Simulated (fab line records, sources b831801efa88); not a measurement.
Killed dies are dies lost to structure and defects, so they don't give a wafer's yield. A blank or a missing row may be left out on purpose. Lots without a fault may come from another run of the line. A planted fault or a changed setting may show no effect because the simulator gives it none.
Chamber matching | flow gf180mcu | GF_HV_LDD_ETCHBACK_58 on rie_diel-02: 4 sister chambers
The step etches Si3N4 in CH3F/O2, stops on SiO2, time 100 s, target depth 90 nm. 8 wafers are shown with their chamber, then 6 later ones without.

WAFERS WITH THEIR CHAMBER
wafer  | chamber | throttle_valve_pct (%) | oes_product_au (a.u.)
L932.6 | 3       | 10.554                 | 0.834
L933.4 | 1       | 10.564                 | 0.851
L933.5 | 3       | 10.552                 | 0.857
L935.1 | 0       | 10.563                 | 0.847
L935.2 | 1       | 10.570                 | 0.847
L935.4 | 2       | 10.550                 | 0.844
L939.2 | 0       | 10.564                 | 0.837
L939.3 | 2       | 10.556                 | 0.842

WAFERS WITHOUT THEIR CHAMBER
wafer  | throttle_valve_pct (%) | oes_product_au (a.u.)
L944.1 | 10.568                 | 0.835
L944.4 | 10.562                 | 0.846
L944.5 | 10.577                 | 0.836
L946.3 | 10.559                 | 0.833
L946.4 | 10.550                 | 0.834
L946.5 | 10.571                 | 0.837

WHICH CHAMBER EACH WENT THROUGH
wafer  | from the rows above               | in truth
L944.1 | can't be placed: 1 or 0           | 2
L944.4 | can't be placed: 0 or 1           | 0
L944.5 | can't be placed: 1 or 0           | 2
L946.3 | can't be placed: 0 or 2 or 3 or 1 | 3
L946.4 | can't be placed: 2 or 3           | 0
L946.5 | can't be placed: 1 or 0           | 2
Placed correctly: 0 of 6. Can't be placed from these rows: 6 (the true chamber is among the candidates in 2). Placed wrongly: 0.
How it was worked out, from the rows above alone: a wafer's distance from a chamber is the root of the sum, over the readings, of the square of ((its reading less the chamber's mean) divided by the reading's scatter). The wafer belongs to the nearest chamber; if the next one is less than 2 further off, it can't be placed. A chamber's mean is the mean of its shown wafers. The scatter: the root of (the sum of the squares of (reading less its chamber's mean) over the shown wafers, divided by (wafers less chambers)).
